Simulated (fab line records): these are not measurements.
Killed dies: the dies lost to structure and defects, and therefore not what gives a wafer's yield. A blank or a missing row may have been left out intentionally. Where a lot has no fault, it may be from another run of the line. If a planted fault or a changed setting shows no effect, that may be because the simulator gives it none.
fab line records ; flow sky130
[record] lots = 5; wafers = 15; last-day = 50
route steps=708 shown VIA1@474 METAL2@483
lots untouched by any fault: they come from a run of this same line in which no faults occurred
start-h: start of the lot's first displayed wafer, in hours after the record's first day ; wait-h: how many hours have passed since the lot's step before this one ; " unchanged from the row above ; L1.1+2: several wafers, shown together as one row ; - no value, or no start was given ; * or withheld: withheld ; < > ~ a bound
route shown NAME@n: names a module that has steps shown in the file, with the first one's number in the route ; usual: mean/standard deviation taken from wafers without a fault ; same: alike in all rows ; chamber/n: place in a boat ; sites: the reading at each site ; _std_site: the standard deviation of these ; _edge_site: outer sites' mean less inner sites' ; radius-mm: for every site, how far away it sits from the centre of the wafer ; mask NAME#n: copy n ; behind: the last tool/chamber to shape the wafer ; hold: what put the lot on hold/how long, in hours/how the hold closed ; device: the n, p or np transistor that did not switch ; end of line: the route-end tests of the same wafers ; for a step that has no rows: nothing shown but its recipe ; killed: the dies lost at the first sort to structure and to defects; this is not the yield of the wafer ; map: the dies of a wafer, with x for killed, . for not killed, _ for no die there
set.NAME: setting as actually run; set.NAME@STEP: the setting as run at that earlier step ; model.NAME: the simulator's own value behind a step, which no gauge read
lots at some steps of the route; a table a step, a row a wafer
services: from which hour (start-h, from the record's first day; less than 0 if before it) a tool's chamber was out of use, for how many hours, and why
[[steps]]
[step SKY_VIA1_STRIP_16]
[recipe] chemistry = O2/N2; power-w = 1400; pressure-mtorr = 1500; platen-temp-c = withheld; o2-flow-sccm = 3000; n2-flow-sccm = 300; overash-fraction = 0.5
[usual] drypump-motor-current-A = 5.6/0.37; oes-product-au = 0.413/0.0047; strip-time-to-endpoint-s = 4.381/0.02
lot.wafer;tool;chamber;start-h;wait-h;drypump-motor-current-A;oes-product-au;rf-hours-counter-h;strip-time-to-endpoint-s
L074.1;plasma-asher-01;1;790.41;0.0;5.1;0.412;94;4.394
L074.3;plasma-asher-01;0;790.41;0.0;5.1;0.409;-;4.347
L074.4;plasma-asher-01;1;790.41;0.0;5.1;0.414;-;4.386
L081.2;plasma-asher-02;1;841.69;0.0;6.1;0.411;39;4.354
L081.5;plasma-asher-02;1;841.69;0.0;6.1;0.404;-;4.360
L081.6;plasma-asher-02;0;841.69;0.0;5.7;0.417;-;4.387
L084.2;plasma-asher-03;0;874.05;0.0;5.8;0.406;77;4.369
L084.3;plasma-asher-03;1;874.05;0.0;5.4;0.418;-;4.370
L084.6;plasma-asher-03;1;874.05;0.0;5.4;0.408;-;4.371
L094.1;plasma-asher-03;1;941.84;0.0;5.4;0.412;84;4.408
L094.4;plasma-asher-03;1;941.84;0.0;5.4;0.406;-;4.404
L094.5;plasma-asher-03;0;941.84;0.0;5.8;0.410;-;4.389
L095.1;plasma-asher-02;1;946.69;0.0;6.1;0.410;50;4.378
L095.4;plasma-asher-02;1;946.69;0.0;6.2;0.423;-;4.418
L095.5;plasma-asher-02;0;946.69;0.0;5.7;0.418;-;4.387
[step SKY_VIA1_STRIP_17]
[recipe] chemistry = post-etch-residue-remover; time-s = 1200; temp-c = 72.5
lot.wafer;tool;chamber;start-h;wait-h
L074.1+3+4;wet-bench-01;1;790.51;0.1
L081.2+5+6;wet-bench-01;1;841.79;0.1
L084.2+3+6;wet-bench-02;1;874.15;0.1
L094.1+4+5;wet-bench-01;0;941.94;0.1
L095.1+4+5;wet-bench-01;2;946.79;0.1
[step SKY_VIA1_CLEAN_18]
[recipe] chemistry = IPA; time-s = 180; temp-c = 25
lot.wafer;tool;chamber;start-h;wait-h
L074.1+3+4;wet-bench-02;3;791.19;0.0
L081.2+5+6;wet-bench-04;2;842.47;0.0
L084.2+3+6;wet-bench-04;0;874.52;0.0
L094.1+4+5;wet-bench-02;2;942.28;0.0
L095.1+4+5;wet-bench-02;3;947.13;0.0
[step SKY_VIA1_CLEAN_19]
[recipe] chemistry = O3/DIW; dry = n2-spin
lot.wafer;tool;chamber;start-h;wait-h
L074.1+3+4;wet-bench-01;2;791.25;0.0
L081.2+5+6;wet-bench-02;1;842.53;0.0
L084.2+3+6;wet-bench-02;1;874.65;0.0
L094.1+4+5;wet-bench-04;1;942.34;0.0
L095.1+4+5;wet-bench-01;2;947.19;0.0
[step SKY_VIA1_SPUTTER_20]
[recipe] material = TiN; target-thk-nm = 20; chamber-pressure-pa = 5; power-w = 4000; time-s = 80
[usual] chamber-pressure-pa = 4.999/0.011; throttle-valve-pct = 30.0/0.89
lot.wafer;tool;chamber;start-h;wait-h;chamber-pressure-pa;throttle-valve-pct
L074.1;pvd-sputter-01;-;791.43;0.0;5.018;29.4
L074.3;pvd-sputter-01;-;791.43;0.0;5.005;31.2
L074.4;pvd-sputter-01;-;791.43;0.0;5.005;29.7
L081.2;pvd-sputter-04;-;842.63;0.0;4.993;29.6
L081.5;pvd-sputter-04;-;842.63;0.0;4.986;29.9
L081.6;pvd-sputter-04;-;842.63;0.0;5.015;30.0
L084.2;pvd-sputter-01;-;874.75;0.0;5.002;30.2
L084.3;pvd-sputter-01;-;874.75;0.0;4.993;28.7
L084.6;pvd-sputter-01;-;874.75;0.0;5.026;30.0
L094.1;pvd-sputter-04;-;942.52;0.0;4.986;29.8
L094.4;pvd-sputter-04;-;942.52;0.0;5.004;29.3
L094.5;pvd-sputter-04;-;942.52;0.0;4.996;30.2
L095.1;pvd-sputter-03;-;947.28;0.0;5.000;30.3
L095.4;pvd-sputter-03;-;947.28;0.0;5.001;32.4
L095.5;pvd-sputter-03;-;947.28;0.0;4.994;32.1
[step SKY_VIA1_CVD_21]
[recipe] material = W; target-thk-nm = 270; time-s = 80.902; temp-c = 400; pressure-torr = 40
[usual] heater-power-w = 856/46
lot.wafer;tool;chamber;start-h;wait-h;heater-power-w
L074.1;cvd-w-02;1;791.49;0.0;867
L074.3;cvd-w-02;0;791.49;0.0;880
L074.4;cvd-w-02;1;791.49;0.0;872
L081.2;cvd-w-02;0;842.69;0.0;903
L081.5;cvd-w-02;0;842.69;0.0;905
L081.6;cvd-w-02;1;842.69;0.0;863
L084.2;cvd-w-02;0;874.81;0.0;902
L084.3;cvd-w-02;0;874.81;0.0;879
L084.6;cvd-w-02;1;874.81;0.0;869
L094.1;cvd-w-01;1;942.58;0.0;790
L094.4;cvd-w-01;1;942.58;0.0;797
L094.5;cvd-w-01;1;942.58;0.0;805
L095.1;cvd-w-01;0;947.34;0.0;794
L095.4;cvd-w-01;1;947.34;0.0;805
L095.5;cvd-w-01;0;947.34;0.0;775
[step SKY_VIA1_RS_MEAS_22]
[recipe] thk-meas-gauge = four-point-probe; reads = W_of_VIA1_CVD_21+TiN_of_VIA1_SPUTTER_20
[usual] VIA1_W_RS = 0.425/0.0045
lot.wafer;tool;chamber;start-h;wait-h;VIA1_W_RS[ohm/sq]
L074.1;film-metro-02;-;791.58;0.1;0.420
L074.3;film-metro-02;-;791.58;0.1;0.423
L074.4;film-metro-02;-;791.58;0.1;0.419
L081.2;film-metro-03;-;842.80;0.1;0.421
L081.5;film-metro-03;-;842.80;0.1;0.427
L081.6;film-metro-03;-;842.80;0.1;0.422
L084.2;film-metro-03;-;874.92;0.1;0.419
L084.3;film-metro-03;-;874.92;0.1;0.418
L084.6;film-metro-03;-;874.92;0.1;0.419
L094.1;film-metro-02;-;942.67;0.1;0.430
L094.4;film-metro-02;-;942.67;0.1;0.428
L094.5;film-metro-02;-;942.67;0.1;0.430
L095.1;film-metro-02;-;947.43;0.1;0.424
L095.4;film-metro-02;-;947.43;0.1;0.426
L095.5;film-metro-02;-;947.43;0.1;0.427
[step SKY_VIA1_THK_MEAS_23]
[recipe] thk-meas-gauge = xrf; reads = W_of_VIA1_CVD_21
[usual] VIA1_W_THK = 274/3.5
lot.wafer;tool;chamber;start-h;wait-h;VIA1_W_THK[nm]
L074.1;film-metro-02;-;791.70;0.1;278
L074.3;film-metro-02;-;791.70;0.1;277
L074.4;film-metro-02;-;791.70;0.1;280
L081.2;film-metro-03;-;842.91;0.1;277
L081.5;film-metro-03;-;842.91;0.1;271
L081.6;film-metro-03;-;842.91;0.1;277
L084.2;film-metro-03;-;875.03;0.1;278
L084.3;film-metro-03;-;875.03;0.1;279
L084.6;film-metro-03;-;875.03;0.1;279
L094.1;film-metro-02;-;942.79;0.1;273
L094.4;film-metro-02;-;942.79;0.1;274
L094.5;film-metro-02;-;942.79;0.1;274
L095.1;film-metro-02;-;947.55;0.1;276
L095.4;film-metro-02;-;947.55;0.1;274
L095.5;film-metro-02;-;947.55;0.1;275
[step SKY_VIA1_CMP_24]
[recipe] stop-on = SiO2; t-overpolish-s = 15; down-force-psi = 3.5; platen-rpm = 60; target-thk-nm = 0; pad-velocity-m-s = 0.94248
[usual] motor-current-A = 11.2/1.3; overpolish-run-s = 14.998/0.0085; slurry-flow-ml-min = 150.0/0.47; time-to-endpoint-s = 64.9/2.5
[same] t-overpolish-s = 15
lot.wafer;tool;chamber;start-h;wait-h;motor-current-A;overpolish-run-s;slurry-flow-ml-min;time-to-endpoint-s
L074.1;cmp-01;1;791.76;0.1;10.7;14.990;150.5;63.7
L074.4;cmp-01;2;791.76;0.1;11.9;14.999;150.6;61.7
L074.3;cmp-01;3;791.76;0.1;11.5;14.995;149.8;64.0
L081.2;cmp-01;1;843.11;0.2;12.3;15.013;150.1;68.3
L081.6;cmp-01;2;843.11;0.2;12.1;14.987;150.2;65.3
L081.5;cmp-01;3;843.11;0.2;11.3;15.002;149.6;67.7
L084.3;cmp-02;2;875.08;0.0;11.4;14.982;149.5;66.9
L084.2;cmp-02;1;875.08;0.0;8.7;15.005;150.1;68.7
L084.6;cmp-02;2;875.08;0.0;10.7;14.992;149.7;66.0
L094.1;cmp-01;1;942.90;0.1;11.4;15.008;149.8;58.6
L094.4;cmp-01;3;942.90;0.1;11.6;15.008;149.8;60.0
L094.5;cmp-01;0;942.90;0.1;13.2;14.985;150.4;60.1
L095.1;cmp-02;0;947.66;0.1;10.7;15.015;149.7;65.8
L095.4;cmp-02;2;947.66;0.1;11.2;14.995;149.7;64.1
L095.5;cmp-02;0;947.66;0.1;11.0;14.987;149.7;63.7
[step SKY_METAL2_SPUTTER_00]
[recipe] material = Ti; target-thk-nm = 15; power-w = 3000; time-s = 10; chamber-pressure-pa = 0.4
[usual] chamber-pressure-pa = 0.4000/0.00074; throttle-valve-pct = 30.2/0.99
lot.wafer;tool;chamber;start-h;wait-h;chamber-pressure-pa;throttle-valve-pct
L074.1;pvd-sputter-04;-;792.06;0.2;0.3990;28.9
L074.3;pvd-sputter-04;-;792.06;0.2;0.4010;29.9
L074.4;pvd-sputter-04;-;792.06;0.2;0.4011;30.3
L081.2;pvd-sputter-01;-;843.26;0.1;0.3996;29.9
L081.5;pvd-sputter-01;-;843.26;0.1;0.4002;29.3
L081.6;pvd-sputter-01;-;843.26;0.1;0.4000;29.9
L084.2;pvd-sputter-02;-;875.38;0.1;0.3998;31.1
L084.3;pvd-sputter-02;-;875.38;0.1;0.4004;29.5
L084.6;pvd-sputter-02;-;875.38;0.1;0.4000;31.6
L094.1;pvd-sputter-01;-;943.15;0.2;0.3999;31.3
L094.4;pvd-sputter-01;-;943.15;0.2;0.3996;28.7
L094.5;pvd-sputter-01;-;943.15;0.2;0.3998;29.1
L095.1;pvd-sputter-04;-;947.91;0.2;0.4013;29.3
L095.4;pvd-sputter-04;-;947.91;0.2;0.3998;30.0
L095.5;pvd-sputter-04;-;947.91;0.2;0.4004;29.7
[step SKY_METAL2_SPUTTER_01]
[recipe] material = TiN; target-thk-nm = 20; power-w = 6500; time-s = 16.7; chamber-pressure-pa = 0.4
[usual] chamber-pressure-pa = 0.4000/0.00089; throttle-valve-pct = 30.2/0.96
lot.wafer;tool;chamber;start-h;wait-h;chamber-pressure-pa;throttle-valve-pct
L074.1;pvd-sputter-04;-;792.09;0.0;0.4003;29.3
L074.3;pvd-sputter-04;-;792.09;0.0;0.4003;30.0
L074.4;pvd-sputter-04;-;792.09;0.0;0.3997;29.9
L081.2;pvd-sputter-01;-;843.28;0.0;0.3989;29.8
L081.5;pvd-sputter-01;-;843.28;0.0;0.4013;29.3
L081.6;pvd-sputter-01;-;843.28;0.0;0.4002;29.9
L084.2;pvd-sputter-02;-;875.40;0.0;0.3988;31.2
L084.3;pvd-sputter-02;-;875.40;0.0;0.3988;29.5
L084.6;pvd-sputter-02;-;875.40;0.0;0.3994;31.6
L094.1;pvd-sputter-01;-;943.18;0.0;0.3998;31.4
L094.4;pvd-sputter-01;-;943.18;0.0;0.3995;28.9
L094.5;pvd-sputter-01;-;943.18;0.0;0.3988;29.3
L095.1;pvd-sputter-04;-;947.93;0.0;0.4002;29.5
L095.4;pvd-sputter-04;-;947.93;0.0;0.4007;29.9
L095.5;pvd-sputter-04;-;947.93;0.0;0.3988;30.1
[step SKY_METAL2_SPUTTER_02]
[recipe] material = AlCu; target-thk-nm = 250; power-w = 10600; time-s = 13.3; chamber-pressure-pa = 0.4
[usual] chamber-pressure-pa = 0.4001/0.00076; throttle-valve-pct = 30.2/1
lot.wafer;tool;chamber;start-h;wait-h;chamber-pressure-pa;throttle-valve-pct
L074.1;pvd-sputter-04;-;792.11;0.0;0.4000;29.2
L074.3;pvd-sputter-04;-;792.11;0.0;0.4002;29.8
L074.4;pvd-sputter-04;-;792.11;0.0;0.4017;30.1
L081.2;pvd-sputter-01;-;843.31;0.0;0.3993;29.9
L081.5;pvd-sputter-01;-;843.31;0.0;0.4012;28.9
L081.6;pvd-sputter-01;-;843.31;0.0;0.4004;30.0
L084.2;pvd-sputter-02;-;875.43;0.0;0.3999;31.1
L084.3;pvd-sputter-02;-;875.43;0.0;0.3993;29.5
L084.6;pvd-sputter-02;-;875.43;0.0;0.4001;31.9
L094.1;pvd-sputter-01;-;943.20;0.0;0.3998;31.3
L094.4;pvd-sputter-01;-;943.20;0.0;0.3999;28.9
L094.5;pvd-sputter-01;-;943.20;0.0;0.4013;29.4
L095.1;pvd-sputter-04;-;947.96;0.0;0.3999;29.5
L095.4;pvd-sputter-04;-;947.96;0.0;0.4003;30.0
L095.5;pvd-sputter-04;-;947.96;0.0;0.4009;29.6
[step SKY_METAL2_SPUTTER_03]
[recipe] material = Ti; target-thk-nm = 5; power-w = 3000; time-s = 3.3; chamber-pressure-pa = 0.4
[usual] chamber-pressure-pa = 0.3999/0.00084; throttle-valve-pct = 30.2/0.97
lot.wafer;tool;chamber;start-h;wait-h;chamber-pressure-pa;throttle-valve-pct
L074.1;pvd-sputter-04;-;792.14;0.0;0.3995;29.1
L074.3;pvd-sputter-04;-;792.14;0.0;0.3996;30.0
L074.4;pvd-sputter-04;-;792.14;0.0;0.3999;30.0
L081.2;pvd-sputter-01;-;843.33;0.0;0.3998;29.9
L081.5;pvd-sputter-01;-;843.33;0.0;0.3978;29.0
L081.6;pvd-sputter-01;-;843.33;0.0;0.3997;30.1
L084.2;pvd-sputter-02;-;875.45;0.0;0.4006;31.0
L084.3;pvd-sputter-02;-;875.45;0.0;0.3999;29.5
L084.6;pvd-sputter-02;-;875.45;0.0;0.4009;31.4
L094.1;pvd-sputter-01;-;943.23;0.0;0.4001;31.0
L094.4;pvd-sputter-01;-;943.23;0.0;0.4002;28.6
L094.5;pvd-sputter-01;-;943.23;0.0;0.3999;29.1
L095.1;pvd-sputter-04;-;947.98;0.0;0.4005;29.3
L095.4;pvd-sputter-04;-;947.98;0.0;0.3988;30.0
L095.5;pvd-sputter-04;-;947.98;0.0;0.4002;29.6
[step SKY_METAL2_SPUTTER_04]
[recipe] material = TiN; target-thk-nm = 70; power-w = 6500; time-s = 58.3; chamber-pressure-pa = 0.4
[usual] chamber-pressure-pa = 0.4000/0.00083; throttle-valve-pct = 30.2/0.95
lot.wafer;tool;chamber;start-h;wait-h;chamber-pressure-pa;throttle-valve-pct
L074.1;pvd-sputter-04;-;792.15;0.0;0.4007;29.0
L074.3;pvd-sputter-04;-;792.15;0.0;0.4003;29.8
L074.4;pvd-sputter-04;-;792.15;0.0;0.4008;30.1
L081.2;pvd-sputter-01;-;843.35;0.0;0.4010;29.9
L081.5;pvd-sputter-01;-;843.35;0.0;0.4004;29.1
L081.6;pvd-sputter-01;-;843.35;0.0;0.4006;29.7
L084.2;pvd-sputter-02;-;875.47;0.0;0.3998;31.1
L084.3;pvd-sputter-02;-;875.47;0.0;0.4001;29.6
L084.6;pvd-sputter-02;-;875.47;0.0;0.4014;31.8
L094.1;pvd-sputter-01;-;943.24;0.0;0.4011;31.2
L094.4;pvd-sputter-01;-;943.24;0.0;0.4003;28.6
L094.5;pvd-sputter-01;-;943.24;0.0;0.4005;29.2
L095.1;pvd-sputter-04;-;948.00;0.0;0.4010;29.3
L095.4;pvd-sputter-04;-;948.00;0.0;0.3999;30.0
L095.5;pvd-sputter-04;-;948.00;0.0;0.4011;29.5
[step SKY_METAL2_RS_MEAS_05]
[recipe] thk-meas-gauge = four-point-probe; reads = TiN_of_METAL2_SPUTTER_04+Ti_of_METAL2_SPUTTER_03+AlCu_of_METAL2_SPUTTER_02+TiN_of_METAL2_SPUTTER_01+Ti_of_METAL2_SPUTTER_00
[usual] METAL2_ALCU_RS = 0.1272/0.00098
lot.wafer;tool;chamber;start-h;wait-h;METAL2_ALCU_RS[ohm/sq]
L074.1;film-metro-03;-;792.20;0.0;0.1274
L074.3;film-metro-03;-;792.20;0.0;0.1275
L074.4;film-metro-03;-;792.20;0.0;0.1265
L081.2;film-metro-04;-;843.42;0.0;0.1274
L081.5;film-metro-04;-;843.42;0.0;0.1280
L081.6;film-metro-04;-;843.42;0.0;0.1278
L084.2;film-metro-04;-;875.54;0.0;0.1268
L084.3;film-metro-04;-;875.54;0.0;0.1273
L084.6;film-metro-04;-;875.54;0.0;0.1266
L094.1;film-metro-04;-;943.29;0.0;0.1279
L094.4;film-metro-04;-;943.29;0.0;0.1277
L094.5;film-metro-04;-;943.29;0.0;0.1285
L095.1;film-metro-03;-;948.05;0.0;0.1272
L095.4;film-metro-03;-;948.05;0.0;0.1276
L095.5;film-metro-03;-;948.05;0.0;0.1281
[step SKY_METAL2_THK_MEAS_06]
[recipe] thk-meas-gauge = xrf; reads = AlCu_of_METAL2_SPUTTER_02
[usual] METAL2_ALCU_THK = 245.0/2
lot.wafer;tool;chamber;start-h;wait-h;METAL2_ALCU_THK[nm]
L074.1;film-metro-03;-;792.32;0.1;244.9
L074.3;film-metro-03;-;792.32;0.1;246.6
L074.4;film-metro-03;-;792.32;0.1;246.5
L081.2;film-metro-04;-;843.53;0.1;244.5
L081.5;film-metro-04;-;843.53;0.1;242.5
L081.6;film-metro-04;-;843.53;0.1;243.5
L084.2;film-metro-04;-;875.65;0.1;247.7
L084.3;film-metro-04;-;875.65;0.1;248.3
L084.6;film-metro-04;-;875.65;0.1;249.4
L094.1;film-metro-04;-;943.41;0.1;242.9
L094.4;film-metro-04;-;943.41;0.1;245.4
L094.5;film-metro-04;-;943.41;0.1;243.9
L095.1;film-metro-03;-;948.17;0.1;245.0
L095.4;film-metro-03;-;948.17;0.1;244.3
L095.5;film-metro-03;-;948.17;0.1;241.5
[step SKY_METAL2_DEHYDRATE_07]
[recipe] temp-c = 200; time-s = 60
[usual] plate-temp-C = 200.01/0.17
lot.wafer;tool;chamber;start-h;wait-h;plate-temp-C
L074.1;litho-track-02;0;805.37;13.0;199.81
L074.3;litho-track-02;0;805.37;13.0;200.02
L074.4;litho-track-02;0;805.37;13.0;199.82
L081.2;litho-track-03;0;855.73;12.2;199.80
L081.5;litho-track-03;0;855.73;12.2;200.32
L081.6;litho-track-03;0;855.73;12.2;199.95
L084.2;litho-track-02;0;887.79;12.1;200.00
L084.3;litho-track-02;0;887.79;12.1;200.08
L084.6;litho-track-02;0;887.79;12.1;199.91
L094.1;litho-track-04;0;953.61;10.2;199.93
L094.4;litho-track-04;0;953.61;10.2;200.13
L094.5;litho-track-04;0;953.61;10.2;199.94
L095.1;litho-track-04;0;959.81;11.6;199.94
L095.4;litho-track-04;0;959.81;11.6;199.91
L095.5;litho-track-04;0;959.81;11.6;199.89
[[services]]
tool;chamber;start-h;hours;kind
pvd-sputter-02;-;781.98;1.3;repair
cmp-01;-;784.01;0.5;repair
cmp-02;-;804.84;2.1;repair
cmp-01;-;813.77;5.3;pm
pvd-sputter-01;1;817.39;-;consumable-replace:kit
wet-bench-01;-;817.51;3.0;repair
cmp-02;-;822.81;1.1;repair
plasma-asher-01;-;837.53;0.8;repair
cmp-02;-;841.62;5.5;pm
cmp-02;-;852.76;5.0;pm
cmp-01;-;853.94;19.0;repair
wet-bench-01;-;862.58;49.0;pm
wet-bench-02;-;867.88;1.9;pm
cmp-01;-;874.53;2.1;repair
cmp-01;-;883.12;1.7;repair
cvd-w-01;-;904.00;14.0;pm
pvd-sputter-04;-;905.74;6.3;repair
pvd-sputter-02;-;905.93;6.7;repair
pvd-sputter-02;-;907.84;5.2;repair
cmp-02;-;908.84;17.1;pm
cmp-01;-;912.28;4.0;pm
pvd-sputter-02;-;914.69;4.2;repair
pvd-sputter-01;-;946.54;2.2;repair
cvd-w-02;-;951.08;2.8;pm
[[key]]
fault none
